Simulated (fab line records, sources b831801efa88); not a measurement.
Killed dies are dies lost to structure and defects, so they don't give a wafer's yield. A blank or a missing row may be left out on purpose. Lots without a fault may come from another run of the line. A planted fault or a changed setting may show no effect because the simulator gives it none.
Which tool did it? | flow gf180mcu | 6 lots, 18 wafers sampled, at 2 steps of a route of 602

WHAT THE GAUGES READ, wafer by wafer
GF_VT_IMPLANT_RS_MEAS_48: measures by four-point-probe.
lot  | measured     | on            | LVPWELL_RS (ohm/sq)
L759 | day 8 09:46  | film_metro-04 | 1196 1195 1197
L761 | day 8 22:59  | film_metro-01 | 1200 1197 1200
L768 | day 10 22:52 | film_metro-03 | 1180 1177 1178
L770 | day 11 09:44 | film_metro-01 | 1181 1176 1177
L772 | day 11 23:20 | film_metro-01 | 1194 1193 1197
L774 | day 12 10:50 | film_metro-01 | 1197 1194 1196

WHICH TOOL RAN EACH LOT (tool, then ch and the chambers of the sampled wafers, then the start)
lot  | GF_LVPWELL_IMPLANT_08
L759 | implanter-01 ch 0, day 4 12:43
L761 | implanter-03 ch 0, day 5 00:27
L768 | implanter-01 ch 0, day 6 17:19
L770 | implanter-01 ch 0, day 7 03:46
L772 | implanter-03 ch 0, day 7 14:59
L774 | implanter-02 ch 0, day 8 02:14
- GF_LVPWELL_IMPLANT_08

THE ANSWER, worked out from the rows above alone
Rule: what is usual is taken from the lots themselves. Put in order of their means at a reading, lots are off if they are a third of the lots or fewer, leave a main group of 4 or more, and stand apart from it by a gap of 3 or more times the standard deviation of the main group's means; of several such gaps the widest counts. A main group whose means are all the same, to the digits that the tables above print for the reading, isn't used. A lot without any number at a reading at which 4 lots or more have one is off too. The other lots that the step has rows for count as sound.
Off: L768, L770, at GF_VT_IMPLANT_RS_MEAS_48 (LVPWELL_RS). The main group: mean 1196 ohm/sq, standard deviation 1.6.
A tool fits if, at a process step before that reading, it ran every lot that is off, and no sound lot after the first of them. The gauges at GF_VT_IMPLANT_RS_MEAS_48 are tried like those tools. One fits: implanter-01 at GF_LVPWELL_IMPLANT_08. Its last sound lot is L759 (day 4 12:43), its first lot that is off L768 (day 6 17:19): a fault that began between those two fits.

WHAT THE SIMULATOR HAD PUT IN
Process parameter drift: implanter-01, from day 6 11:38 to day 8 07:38, at GF_LVPWELL_IMPLANT_08. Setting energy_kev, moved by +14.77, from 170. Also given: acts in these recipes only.
Lots struck among those shown: L768, L770. The rule above found the same.
